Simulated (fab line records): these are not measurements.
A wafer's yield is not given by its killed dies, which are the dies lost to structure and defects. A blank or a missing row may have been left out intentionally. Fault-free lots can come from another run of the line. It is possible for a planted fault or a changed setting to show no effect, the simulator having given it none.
fab line records -- flow sky130
record lots=11, wafers=33, last-day=50
route steps=708 shown SD_N@351 CONTACT@429 METAL1@434 PAD_OPEN@708
lots that met no fault: taken from a fault-free run of the same line
start-h: start of the lot's first displayed wafer, in hours after the record's first day -- wait-h: hours from the lot's prior step to this one -- " repeats the value in the row above -- L1.1+2: a single row standing in for several wafers -- - no value, or no start was given -- * or withheld: withheld -- < > ~ a bound
route shown NAME@n: a module of which the file shows steps, and the number in the route of the first -- usual: the fault-free wafers' mean and standard deviation -- same: alike in all rows -- chamber/n: place in a boat -- sites: per-site readings -- _std_site: the values' standard deviation -- _edge_site: inner sites' mean taken away from outer sites' mean -- radius-mm: for every site, how far away it sits from the centre of the wafer -- mask NAME#n: copy n -- behind: the most recent tool/chamber to have shaped the wafer -- hold: cause of the lot's hold/its duration in hours/its outcome -- device: whichever transistor did not switch (one of n, p or np) -- end of line: at the end of the route, the tests of the same wafers -- a step with no rows: only its recipe -- killed: dies that structure and defects cost at the first sort, which is not the same as the wafer's yield -- map: a wafer's dies, marking killed ones x, the rest . and places with no die _
set.NAME: the setting that was run; set.NAME@STEP: the one run at that earlier step -- model.NAME: the simulator's own value behind a step, which no gauge read
steps of the route over a sample of lots; a table a step, a row a wafer
services: when a tool's chamber went out of use (start-h, in hours from the record's first day, below 0 if earlier), for how many hours, and the reason
## steps
# step SKY_SD_N_IMPLANT_09
# recipe species=As, energy-kev=50, dose-cm2=4e+15, tilt-deg=0
# usual beam-energy-keV=50.002/0.014
lot.wafer,tool,chamber,start-h,wait-h,beam-energy-keV
L516.1,implanter-01,0,659.66,0.0,50.021
L516.3,implanter-01,0,659.66,0.0,49.997
L516.5,implanter-01,0,659.66,0.0,50.013
L518.1,implanter-01,0,678.27,0.0,49.992
L518.4,implanter-01,0,678.27,0.0,50.005
L518.5,implanter-01,0,678.27,0.0,50.000
L519.1,implanter-01,0,694.87,0.0,50.004
L519.3,implanter-01,0,694.87,0.0,50.009
L519.5,implanter-01,0,694.87,0.0,50.016
L523.2,implanter-04,0,725.15,0.0,50.000
L523.4,implanter-04,0,725.15,0.0,50.016
L523.6,implanter-04,0,725.15,0.0,49.997
L524.1,implanter-01,0,737.21,0.0,49.987
L524.5,implanter-01,0,737.21,0.0,49.983
L524.6,implanter-01,0,737.21,0.0,49.977
L525.1,implanter-01,0,740.22,0.0,50.013
L525.5,implanter-01,0,740.22,0.0,49.993
L525.6,implanter-01,0,740.22,0.0,50.002
L527.2,implanter-04,0,750.74,0.0,50.017
L527.3,implanter-04,0,750.74,0.0,49.987
L527.5,implanter-04,0,750.74,0.0,49.980
L533.1,implanter-01,0,794.97,0.0,50.001
L533.2,implanter-01,0,794.97,0.0,50.017
L533.5,implanter-01,0,794.97,0.0,49.993
L535.2,implanter-01,0,806.64,0.0,50.001
L535.3,implanter-01,0,806.64,0.0,49.998
L535.5,implanter-01,0,806.64,0.0,50.002
L536.2,implanter-01,0,818.75,0.0,50.004
L536.3,implanter-01,0,818.75,0.0,50.016
L536.5,implanter-01,0,818.75,0.0,50.021
L537.1,implanter-04,0,827.92,0.0,50.010
L537.5,implanter-04,0,827.92,0.0,50.013
L537.6,implanter-04,0,827.92,0.0,49.998
# step SKY_SD_N_STRIP_11
# recipe chemistry=O2/N2, power-w=1400, pressure-mtorr=1500, platen-temp-c=withheld, o2-flow-sccm=3000, n2-flow-sccm=300, overash-fraction=0.5
# usual chamber-pressure-mTorr=1500.0/1.3, drypump-motor-current-A=5.8/0.63, n2-flow-sccm=299.9/0.89, oes-product-au=0.528/0.0048, strip-time-to-endpoint-s=22.58/0.04
lot.wafer,tool,chamber,start-h,wait-h,chamber-pressure-mTorr,drypump-motor-current-A,n2-flow-sccm,oes-product-au,rf-hours-counter-h,strip-time-to-endpoint-s
L516.1,plasma-asher-04,1,659.96,0.1,1500.2,6.1,301.9,0.533,52,22.60
L516.3,plasma-asher-04,1,659.96,0.1,1501.4,6.1,300.3,0.523,-,22.60
L516.5,plasma-asher-04,0,659.96,0.1,1499.8,6.7,299.5,0.536,-,22.58
L518.1,plasma-asher-04,1,678.57,0.1,1499.2,6.1,299.9,0.525,54,22.53
L518.4,plasma-asher-04,1,678.57,0.1,1501.0,6.1,301.3,0.527,-,22.55
L518.5,plasma-asher-04,1,678.57,0.1,1499.0,6.1,301.4,0.525,-,22.53
L519.1,plasma-asher-01,1,695.17,0.1,1500.1,5.0,299.7,0.534,90,22.58
L519.3,plasma-asher-01,0,695.17,0.1,1501.0,5.4,299.3,0.527,-,22.54
L519.5,plasma-asher-01,1,695.17,0.1,1502.0,5.0,300.4,0.524,-,22.55
L523.2,plasma-asher-03,0,725.42,0.1,1498.9,5.0,300.3,0.521,27,22.56
L523.4,plasma-asher-03,0,725.42,0.1,1501.3,5.0,300.7,0.529,-,22.57
L523.6,plasma-asher-03,0,725.42,0.1,1500.4,5.1,298.5,0.528,-,22.62
L524.1,plasma-asher-01,1,737.51,0.1,1502.1,5.0,299.4,0.527,95,22.57
L524.5,plasma-asher-01,0,737.51,0.1,1501.7,5.4,301.8,0.542,-,22.61
L524.6,plasma-asher-01,1,737.51,0.1,1499.6,5.0,301.5,0.535,-,22.54
L525.1,plasma-asher-01,0,740.82,0.2,1499.2,5.4,298.1,0.533,95,22.62
L525.5,plasma-asher-01,0,740.82,0.2,1500.5,5.4,299.5,0.518,-,22.64
L525.6,plasma-asher-01,1,740.82,0.2,1499.4,5.0,299.7,0.520,-,22.66
L527.2,plasma-asher-04,0,751.01,0.1,1500.3,6.7,299.5,0.523,61,22.62
L527.3,plasma-asher-04,0,751.01,0.1,1500.1,6.7,300.3,0.524,-,22.62
L527.5,plasma-asher-04,0,751.01,0.1,1497.2,6.7,300.0,0.528,-,22.61
L533.1,plasma-asher-01,1,795.27,0.1,1500.9,5.0,299.9,0.523,100,22.56
L533.2,plasma-asher-01,0,795.27,0.1,1498.7,5.4,299.9,0.532,100,22.55
L533.5,plasma-asher-01,1,795.27,0.1,1499.8,5.0,301.5,0.531,-,22.59
L535.2,plasma-asher-03,0,806.91,0.1,1498.9,5.1,299.0,0.531,35,21.95
L535.3,plasma-asher-03,0,806.91,0.1,1500.5,5.1,298.6,0.532,-,21.95
L535.5,plasma-asher-03,0,806.91,0.1,1499.5,5.1,299.6,0.536,-,21.98
L536.2,plasma-asher-04,1,819.02,0.1,1500.7,6.1,300.6,0.540,68,21.98
L536.3,plasma-asher-04,1,819.02,0.1,1501.5,6.1,301.4,0.534,-,21.98
L536.5,plasma-asher-04,1,819.02,0.1,1499.7,6.1,300.8,0.535,-,21.98
L537.1,plasma-asher-01,0,828.22,0.1,1499.7,5.4,300.0,0.517,104,22.52
L537.5,plasma-asher-01,0,828.22,0.1,1500.8,5.4,298.9,0.529,-,22.51
L537.6,plasma-asher-01,1,828.22,0.1,1499.7,5.0,300.1,0.523,-,22.58
# step SKY_SD_N_RS_MEAS_16
# recipe thk-meas-gauge=four-point-probe
# usual SD_N_RS=68.59/0.12
lot.wafer,tool,chamber,start-h,wait-h,SD_N_RS[ohm/sq]
L516.1,film-metro-02,-,660.34,0.1,68.55
L516.3,film-metro-02,-,660.34,0.1,68.64
L516.5,film-metro-02,-,660.34,0.1,68.68
L518.1,film-metro-03,-,678.95,0.1,68.47
L518.4,film-metro-03,-,678.95,0.1,68.61
L518.5,film-metro-03,-,678.95,0.1,68.47
L519.1,film-metro-03,-,695.55,0.1,68.57
L519.3,film-metro-03,-,695.55,0.1,68.47
L519.5,film-metro-03,-,695.55,0.1,68.47
L523.2,film-metro-01,-,725.82,0.1,68.40
L523.4,film-metro-01,-,725.82,0.1,68.63
L523.6,film-metro-01,-,725.82,0.1,68.60
L524.1,film-metro-03,-,737.89,0.1,68.80
L524.5,film-metro-03,-,737.89,0.1,68.69
L524.6,film-metro-03,-,737.89,0.1,68.54
L525.1,film-metro-02,-,741.20,0.1,68.67
L525.5,film-metro-02,-,741.20,0.1,68.58
L525.6,film-metro-02,-,741.20,0.1,68.63
L527.2,film-metro-01,-,751.41,0.1,68.38
L527.3,film-metro-01,-,751.41,0.1,68.22
L527.5,film-metro-01,-,751.41,0.1,68.49
L533.1,film-metro-01,-,795.66,0.1,68.59
L533.2,film-metro-01,-,795.66,0.1,68.59
L533.5,film-metro-01,-,795.66,0.1,68.45
L535.2,film-metro-02,-,807.31,0.1,70.34
L535.3,film-metro-02,-,807.31,0.1,70.08
L535.5,film-metro-02,-,807.31,0.1,70.01
L536.2,film-metro-01,-,819.43,0.1,70.06
L536.3,film-metro-01,-,819.43,0.1,69.91
L536.5,film-metro-01,-,819.43,0.1,70.03
L537.1,film-metro-02,-,828.60,0.1,68.78
L537.5,film-metro-02,-,828.60,0.1,68.70
L537.6,film-metro-02,-,828.60,0.1,68.68
# step SKY_CONTACT_SPUTTER_23
# recipe material=TiN, target-thk-nm=20, chamber-pressure-pa=5, power-w=4000, time-s=80
# usual throttle-valve-pct=30.0/1
lot.wafer,tool,chamber,start-h,wait-h,throttle-valve-pct
L516.1,pvd-sputter-04,-,748.01,0.0,30.9
L516.3,pvd-sputter-04,-,748.01,0.0,29.1
L516.5,pvd-sputter-04,-,748.01,0.0,29.3
L518.1,pvd-sputter-04,-,765.18,0.0,28.4
L518.4,pvd-sputter-04,-,765.18,0.0,29.1
L518.5,pvd-sputter-04,-,765.18,0.0,29.1
L519.1,pvd-sputter-03,-,780.11,0.0,31.1
L519.3,pvd-sputter-03,-,780.11,0.0,29.1
L519.5,pvd-sputter-03,-,780.11,0.0,29.4
L523.2,pvd-sputter-04,-,810.11,0.0,31.2
L523.4,pvd-sputter-04,-,810.11,0.0,29.1
L523.6,pvd-sputter-04,-,810.11,0.0,28.6
L524.1,pvd-sputter-04,-,822.68,0.0,29.2
L524.5,pvd-sputter-04,-,822.68,0.0,30.1
L524.6,pvd-sputter-04,-,822.68,0.0,29.3
L525.1,pvd-sputter-03,-,825.12,0.0,29.8
L525.5,pvd-sputter-03,-,825.12,0.0,30.0
L525.6,pvd-sputter-03,-,825.12,0.0,29.3
L527.2,pvd-sputter-04,-,834.99,0.0,30.2
L527.3,pvd-sputter-04,-,834.99,0.0,31.2
L527.5,pvd-sputter-04,-,834.99,0.0,30.8
L533.1,pvd-sputter-01,-,880.65,0.0,28.6
L533.2,pvd-sputter-01,-,880.65,0.0,30.8
L533.5,pvd-sputter-01,-,880.65,0.0,31.8
L535.2,pvd-sputter-03,-,891.20,0.0,29.7
L535.3,pvd-sputter-03,-,891.20,0.0,30.9
L535.5,pvd-sputter-03,-,891.20,0.0,29.6
L536.2,pvd-sputter-01,-,903.12,0.0,30.2
L536.3,pvd-sputter-01,-,903.12,0.0,28.8
L536.5,pvd-sputter-01,-,903.12,0.0,30.3
L537.1,pvd-sputter-03,-,910.92,0.0,30.7
L537.5,pvd-sputter-03,-,910.92,0.0,30.8
L537.6,pvd-sputter-03,-,910.92,0.0,30.7
# step SKY_METAL1_SPUTTER_00
# recipe material=Ti, target-thk-nm=15, power-w=3000, time-s=10, chamber-pressure-pa=0.4
# usual throttle-valve-pct=30.2/0.9
lot.wafer,tool,chamber,start-h,wait-h,throttle-valve-pct
L516.1,pvd-sputter-01,-,748.66,0.1,31.9
L516.3,pvd-sputter-01,-,748.66,0.1,28.4
L516.5,pvd-sputter-01,-,748.66,0.1,30.3
L518.1,pvd-sputter-03,-,765.83,0.2,29.6
L518.4,pvd-sputter-03,-,765.83,0.2,29.2
L518.5,pvd-sputter-03,-,765.83,0.2,29.7
L519.1,pvd-sputter-01,-,780.76,0.2,29.4
L519.3,pvd-sputter-01,-,780.76,0.2,28.5
L519.5,pvd-sputter-01,-,780.76,0.2,30.4
L523.2,pvd-sputter-03,-,810.76,0.2,31.2
L523.4,pvd-sputter-03,-,810.76,0.2,29.6
L523.6,pvd-sputter-03,-,810.76,0.2,30.8
L524.1,pvd-sputter-03,-,823.34,0.2,29.6
L524.5,pvd-sputter-03,-,823.34,0.2,29.9
L524.6,pvd-sputter-03,-,823.34,0.2,29.2
L525.1,pvd-sputter-01,-,825.77,0.1,29.6
L525.5,pvd-sputter-01,-,825.77,0.1,32.0
L525.6,pvd-sputter-01,-,825.77,0.1,30.4
L527.2,pvd-sputter-01,-,835.64,0.1,28.2
L527.3,pvd-sputter-01,-,835.64,0.1,30.4
L527.5,pvd-sputter-01,-,835.64,0.1,28.8
L533.1,pvd-sputter-03,-,881.30,0.2,29.3
L533.2,pvd-sputter-03,-,881.30,0.2,30.8
L533.5,pvd-sputter-03,-,881.30,0.2,29.1
L535.2,pvd-sputter-02,-,891.86,0.2,31.0
L535.3,pvd-sputter-02,-,891.86,0.2,31.0
L535.5,pvd-sputter-02,-,891.86,0.2,29.5
L536.2,pvd-sputter-03,-,903.77,0.2,30.9
L536.3,pvd-sputter-03,-,903.77,0.2,31.0
L536.5,pvd-sputter-03,-,903.77,0.2,30.9
L537.1,pvd-sputter-01,-,911.57,0.2,30.3
L537.5,pvd-sputter-01,-,911.57,0.2,31.7
L537.6,pvd-sputter-01,-,911.57,0.2,30.3
# step SKY_METAL1_SPUTTER_01
# recipe material=TiN, target-thk-nm=20, power-w=6500, time-s=16.7, chamber-pressure-pa=0.4
# usual throttle-valve-pct=30.2/0.88
lot.wafer,tool,chamber,start-h,wait-h,throttle-valve-pct
L516.1,pvd-sputter-01,-,748.68,0.0,31.7
L516.3,pvd-sputter-01,-,748.68,0.0,28.7
L516.5,pvd-sputter-01,-,748.68,0.0,30.6
L518.1,pvd-sputter-03,-,765.85,0.0,29.8
L518.4,pvd-sputter-03,-,765.85,0.0,29.0
L518.5,pvd-sputter-03,-,765.85,0.0,29.8
L519.1,pvd-sputter-01,-,780.78,0.0,29.5
L519.3,pvd-sputter-01,-,780.78,0.0,28.4
L519.5,pvd-sputter-01,-,780.78,0.0,30.4
L523.2,pvd-sputter-03,-,810.79,0.0,31.1
L523.4,pvd-sputter-03,-,810.79,0.0,29.9
L523.6,pvd-sputter-03,-,810.79,0.0,30.8
L524.1,pvd-sputter-03,-,823.36,0.0,29.5
L524.5,pvd-sputter-03,-,823.36,0.0,29.6
L524.6,pvd-sputter-03,-,823.36,0.0,29.1
L525.1,pvd-sputter-01,-,825.79,0.0,29.1
L525.5,pvd-sputter-01,-,825.79,0.0,31.6
L525.6,pvd-sputter-01,-,825.79,0.0,30.3
L527.2,pvd-sputter-01,-,835.66,0.0,28.8
L527.3,pvd-sputter-01,-,835.66,0.0,30.4
L527.5,pvd-sputter-01,-,835.66,0.0,28.8
L533.1,pvd-sputter-03,-,881.32,0.0,29.1
L533.2,pvd-sputter-03,-,881.32,0.0,31.0
L533.5,pvd-sputter-03,-,881.32,0.0,29.4
L535.2,pvd-sputter-02,-,891.88,0.0,31.0
L535.3,pvd-sputter-02,-,891.88,0.0,31.0
L535.5,pvd-sputter-02,-,891.88,0.0,29.4
L536.2,pvd-sputter-03,-,903.79,0.0,30.6
L536.3,pvd-sputter-03,-,903.79,0.0,30.9
L536.5,pvd-sputter-03,-,903.79,0.0,30.8
L537.1,pvd-sputter-01,-,911.59,0.0,30.4
L537.5,pvd-sputter-01,-,911.59,0.0,31.6
L537.6,pvd-sputter-01,-,911.59,0.0,30.1
# step SKY_PAD_OPEN_PROBE_99
# usual killed_at_M0_to_M3=44/7.9, killed_at_M4_up=3.1/2, killed-at-contacts=23/4.9, killed-at-front-end=15/3.9, killed-at-other=0.2/0.49, killed-dies=86/10, killed-on-rim=17/3.9, killed-open=47/7.1, killed-short=39/7.1
# same gross-dies=492, killed-at-back-side=0
lot.wafer,tool,chamber,start-h,wait-h,killed_at_M0_to_M3,killed_at_M4_up,killed-at-contacts,killed-at-front-end,killed-at-other,killed-dies,killed-on-rim,killed-open,killed-short
L516.1,prober-02,-,1084.79,0.1,34,1,24,15,0,74,22,39,34
L516.3,prober-02,-,1084.89,0.2,49,1,18,9,0,77,16,43,34
L516.5,prober-02,-,1084.99,0.2,47,5,25,19,0,96,19,46,50
L519.1,prober-01,-,1110.44,0.1,37,3,21,18,0,79,17,41,37
L519.3,prober-01,-,1110.54,0.2,57,3,20,15,1,96,21,55,41
L519.5,prober-01,-,1110.64,0.2,42,5,35,7,0,89,14,46,43
L523.2,prober-01,-,1133.87,0.1,38,4,25,14,0,81,12,55,26
L523.4,prober-01,-,1133.97,0.2,56,1,19,7,0,83,17,41,42
L523.6,prober-01,-,1134.07,0.2,52,5,23,10,0,90,22,46,43
L524.1,prober-02,-,1142.61,0.1,70,5,17,16,0,108,24,63,45
L524.5,prober-02,-,1142.81,0.2,50,3,22,13,0,88,24,36,52
L524.6,prober-02,-,1142.86,0.2,48,1,23,16,1,89,19,46,43
L525.1,prober-01,-,1142.82,0.1,45,3,24,11,1,84,18,46,37
L525.5,prober-01,-,1143.02,0.2,44,5,24,16,0,89,12,44,44
L525.6,prober-01,-,1143.07,0.2,39,0,23,16,0,78,11,52,26
L527.2,prober-01,-,1149.86,0.1,47,4,27,10,0,88,13,46,42
L527.3,prober-01,-,1149.91,0.2,53,2,18,12,0,85,18,48,37
L527.5,prober-01,-,1150.01,0.2,42,2,25,14,0,83,15,57,26
# killed by level:class
L516.1 CONTACT:geometric-particle:open=8 FIELD_ISO:geometric-particle:open=7 VIA1:geometric-particle:open=7 VIA1:geometric-particle:short=6 CONTACT:geometric-particle:short=5 LOCAL_INTERCONNECT:geometric-particle:short=5 FIELD_ISO:geometric-particle:short=4 VIA2:geometric-particle:open=4
L516.3 VIA1:geometric-particle:open=10 METAL2:geometric-particle:short=8 VIA2:geometric-particle:open=7 LI_CONTACT:geometric-particle:open=6 CONTACT:geometric-particle:open=6 METAL1:geometric-particle:short=6 VIA1:geometric-particle:short=6 VIA3:geometric-particle:open=6
L516.5 VIA1:geometric-particle:open=11 CONTACT:geometric-particle:open=9 VIA3:geometric-particle:open=8 FIELD_ISO:geometric-particle:short=7 LI_CONTACT:geometric-particle:open=6 VIA1:geometric-particle:short=6 VIA2:geometric-particle:short=6 LI_CONTACT:geometric-particle:short=5
L519.1 VIA1:geometric-particle:open=9 FIELD_ISO:geometric-particle:open=6 LI_CONTACT:geometric-particle:open=6 CONTACT:geometric-particle:open=5 METAL1:geometric-particle:short=5 LI_CONTACT:geometric-particle:short=4 SPACER:geometric-particle:short=4 METAL2:geometric-particle:short=4
L519.3 VIA1:geometric-particle:open=19 VIA2:geometric-particle:open=10 CONTACT:geometric-particle:open=6 METAL2:geometric-particle:short=6 LOCAL_INTERCONNECT:geometric-particle:short=5 VIA3:geometric-particle:open=5 FIELD_ISO:geometric-particle:short=4 POLY_GATE:geometric-particle:open=4
L519.5 VIA1:geometric-particle:open=14 LI_CONTACT:geometric-particle:short=9 CONTACT:geometric-particle:open=9 VIA2:geometric-particle:open=9 LOCAL_INTERCONNECT:geometric-particle:short=6 METAL4:geometric-particle:short=5 LI_CONTACT:geometric-particle:open=5 METAL1:geometric-particle:short=5
L523.2 CONTACT:geometric-particle:open=15 VIA1:geometric-particle:open=9 VIA2:geometric-particle:open=8 POLY_GATE:geometric-particle:open=7 VIA3:geometric-particle:open=7 LI_CONTACT:geometric-particle:open=4 METAL2:geometric-particle:short=4 METAL4:geometric-particle:short=4
L523.4 VIA1:geometric-particle:open=10 VIA3:geometric-particle:open=9 VIA1:geometric-particle:short=8 CONTACT:geometric-particle:open=7 METAL1:geometric-particle:short=6 METAL2:geometric-particle:short=6 LI_CONTACT:geometric-particle:open=4 CONTACT:geometric-particle:short=4
L523.6 VIA1:geometric-particle:open=17 VIA3:geometric-particle:open=8 METAL2:geometric-particle:short=7 LI_CONTACT:geometric-particle:open=7 CONTACT:geometric-particle:short=7 VIA1:geometric-particle:short=6 METAL4:geometric-particle:short=5 CONTACT:geometric-particle:open=4
L524.1 VIA1:geometric-particle:open=17 VIA2:geometric-particle:open=14 VIA1:geometric-particle:short=10 VIA3:geometric-particle:open=8 METAL2:geometric-particle:short=8 CONTACT:geometric-particle:open=7 POLY_GATE:geometric-particle:open=6 POLY_GATE:geometric-particle:short=4
L524.5 VIA1:geometric-particle:open=7 METAL1:geometric-particle:short=7 METAL2:geometric-particle:short=7 LI_CONTACT:geometric-particle:open=6 CONTACT:geometric-particle:open=6 POLY_GATE:geometric-particle:short=5 VIA1:geometric-particle:short=5 VIA2:geometric-particle:short=5
L525.1 CONTACT:geometric-particle:open=10 VIA1:geometric-particle:open=10 VIA3:geometric-particle:open=10 LI_CONTACT:geometric-particle:open=6 METAL1:geometric-particle:short=6 CONTACT:geometric-particle:short=5 VIA1:geometric-particle:short=5 FIELD_ISO:geometric-particle:open=4
L524.6 VIA1:geometric-particle:open=11 CONTACT:geometric-particle:open=10 METAL1:geometric-particle:short=6 VIA2:geometric-particle:open=6 VIA1:geometric-particle:short=6 METAL2:geometric-particle:short=5 VIA2:geometric-particle:short=5 LOCAL_INTERCONNECT:geometric-particle:short=5
L525.5 VIA1:geometric-particle:open=12 CONTACT:geometric-particle:short=8 VIA1:geometric-particle:short=8 FIELD_ISO:geometric-particle:short=7 CONTACT:geometric-particle:open=7 FIELD_ISO:geometric-particle:open=6 VIA3:geometric-particle:short=5 VIA3:geometric-particle:open=5
L525.6 VIA3:geometric-particle:open=10 VIA1:geometric-particle:open=9 CONTACT:geometric-particle:open=8 FIELD_ISO:geometric-particle:open=7 CONTACT:geometric-particle:short=5 LI_CONTACT:geometric-particle:open=4 METAL1:geometric-particle:short=4 METAL2:geometric-particle:short=4
L527.2 CONTACT:geometric-particle:open=12 VIA1:geometric-particle:open=10 VIA2:geometric-particle:open=9 METAL2:geometric-particle:short=8 LOCAL_INTERCONNECT:geometric-particle:short=7 VIA3:geometric-particle:open=5 VIA2:geometric-particle:short=5 FIELD_ISO:geometric-particle:open=4
L527.3 VIA1:geometric-particle:open=13 CONTACT:geometric-particle:open=8 VIA3:geometric-particle:open=6 VIA2:geometric-particle:open=6 FIELD_ISO:geometric-particle:short=5 CONTACT:geometric-particle:short=5 VIA1:geometric-particle:short=5 METAL2:geometric-particle:short=5
L527.5 CONTACT:geometric-particle:open=15 VIA1:geometric-particle:open=13 VIA3:geometric-particle:open=7 POLY_GATE:geometric-particle:open=5 CONTACT:geometric-particle:short=5 VIA2:geometric-particle:open=5 VIA1:geometric-particle:short=4 VIA2:geometric-particle:short=4
## services
tool,chamber,start-h,hours,kind
implanter-01,-,638.06,7.6,repair
pvd-sputter-04,-,649.57,4.6,repair
implanter-01,-,660.36,6.4,pm
plasma-asher-03,-,673.77,28.1,pm
implanter-01,-,759.83,2.2,repair
implanter-01,-,774.24,0.7,repair
pvd-sputter-03,-,785.90,0.6,repair
pvd-sputter-02,-,792.13,35.0,repair
pvd-sputter-01,-,801.92,4.3,repair
pvd-sputter-03,-,808.86,1.8,repair
pvd-sputter-02,-,811.43,4.6,repair
implanter-01,-,812.40,1.4,repair
pvd-sputter-04,-,820.25,0.6,repair
plasma-asher-01,-,820.31,2.0,repair
implanter-04,-,824.22,1.2,repair
plasma-asher-01,-,834.80,14.6,pm
plasma-asher-01,-,852.59,2.1,repair
pvd-sputter-01,-,853.17,3.4,repair
pvd-sputter-04,-,856.74,1.1,repair
implanter-01,-,865.17,3.9,pm
implanter-01,-,876.01,3.7,repair
pvd-sputter-04,-,884.87,19.5,repair
pvd-sputter-01,-,905.09,2.3,repair
plasma-asher-01,-,906.77,7.5,repair
## key
first-sign step=SKY_SD_N_STRIP_11, reading=strip-time-to-endpoint-s, direction=down, sigmas=15, usual=*, struck=*
effect step=SKY_SD_N_RS_MEAS_16, reading=SD_N_RS, direction=up, sigmas=12, usual=68.59, struck=70.07
met-at SKY_SD_N_IMPLANT_09
struck-lots L535,L536
tester-left-out L535,L536
not-acting-at SKY_CONTACT_SPUTTER_23,SKY_METAL1_SPUTTER_00,SKY_METAL1_SPUTTER_01
onset-between 794.97 806.64
fault kind=process-parameter-drift, tool=implanter-01, chamber=-, onset-h=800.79, steps=SKY_SD_N_IMPLANT_09, channel=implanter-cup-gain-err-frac, offset=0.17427, shape=step, end-h=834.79
# tester-left-out: of these lots the tester's yield and bins aren't shown, on N5 and GAA mostly nor the transistor test; their killed dies are dies lost to structure and defects alone, not to doping, threshold or leakage, so they don't give the yield
